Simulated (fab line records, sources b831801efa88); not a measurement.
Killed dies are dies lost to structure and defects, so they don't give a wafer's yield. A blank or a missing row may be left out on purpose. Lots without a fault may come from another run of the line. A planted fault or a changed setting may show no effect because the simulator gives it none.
Which tool did it? | flow sky130 | 15 lots, 45 wafers sampled, at 2 steps of a route of 708

WHAT THE GAUGES READ, wafer by wafer
SKY_FIELD_ISO_BOW_MEAS_00. Usual: INCOMING_BOW 0 um, standard deviation 5.7.
lot  | measured    | on            | INCOMING_BOW (um) | flag
L844 | day 1 15:02 | film_metro-02 | 7 2 0             |
L845 | day 1 20:00 | film_metro-03 | -10 0 4           |
L846 | day 2 01:00 | film_metro-02 | 0 -8 -7           |
L847 | day 2 06:00 | film_metro-02 | 1 -6 0            |
L848 | day 2 11:00 | film_metro-01 | 15 5 -9           |
L849 | day 2 16:00 | film_metro-01 | 11 6 -11          |
L850 | day 2 21:01 | film_metro-02 | 2 0 1             |
L851 | day 3 02:00 | film_metro-02 | -9 -5 -8          |
L852 | day 3 07:00 | film_metro-02 | 0 3 1             |
L854 | day 3 17:04 | film_metro-02 | -7 -3 5           |
L862 | day 5 09:03 | film_metro-01 | 11 -7 -1          |
L863 | day 5 14:01 | film_metro-03 | -7 -3 0           |
L864 | day 5 19:00 | film_metro-01 | -4 3 6            |
L865 | day 6 00:02 | film_metro-02 | 4 -3 -1           |
L866 | day 6 05:04 | film_metro-03 | -7 -5 -4          |

SKY_DNWELL_TW_MEAS_09. Usual: DNWELL_TW 1114, standard deviation 8.9.
lot  | measured    | on            | DNWELL_TW      | flag
L844 | day 3 07:55 | film_metro-02 | 1115 1106 1107 |
L845 | day 3 13:29 | film_metro-04 | 1125 1122 1120 |
L846 | day 4 01:05 | film_metro-02 | 1103 1106 1112 |
L847 | day 4 10:31 | film_metro-04 | 1124 1121 1132 |
L848 | day 4 12:46 | film_metro-01 | 1121 1117 1113 |
L849 | day 4 15:53 | film_metro-02 | 1110 1114 1116 |
L850 | day 4 19:52 | film_metro-01 | 1126 1121 1127 |
L851 | day 5 02:46 | film_metro-04 | 1112 1117 1111 |
L852 | day 5 09:58 | film_metro-02 | 1109 1102 1103 |
L854 | day 5 13:44 | film_metro-02 | 1110 1104 1112 |
L862 | day 7 10:49 | film_metro-01 | 1105 1119 1114 |
L863 | day 7 21:21 | film_metro-04 | 1131 1129 1130 |
L864 | day 8 02:26 | film_metro-02 | 1114 1110 1114 |
L865 | day 8 06:52 | film_metro-02 | 1111 1113 1117 |
L866 | day 8 10:17 | film_metro-04 | 1132 1126 1124 |

WHICH TOOL RAN EACH LOT (tool, then ch and the chambers of the sampled wafers, then the start)
The record holds no process step before these readings.

WHAT THE TOOLS THEMSELVES READ (means of the sampled wafers that have a number; where no wafer has one, the mark that the record gives instead)
The record holds no such reading with a usual standard deviation.

THE ANSWER, worked out from the rows above alone
Rule: a lot is off if the mean of its wafers that have a number lies more than 3 standard deviations from the usual mean. A lot without any number at a reading at which 4 lots or more have one is off too. The other lots that the step has rows for count as sound. The gauges are gone through in route order, then the tools' own readings, and for those a lot's mean is taken as printed above. The first step at which some lot is off is used, and at that step the reading that is off furthest; a lot without a number counts as furthest.
No lot is off at any reading shown: from this, nothing can be told.

WHAT THE SIMULATOR HAD PUT IN
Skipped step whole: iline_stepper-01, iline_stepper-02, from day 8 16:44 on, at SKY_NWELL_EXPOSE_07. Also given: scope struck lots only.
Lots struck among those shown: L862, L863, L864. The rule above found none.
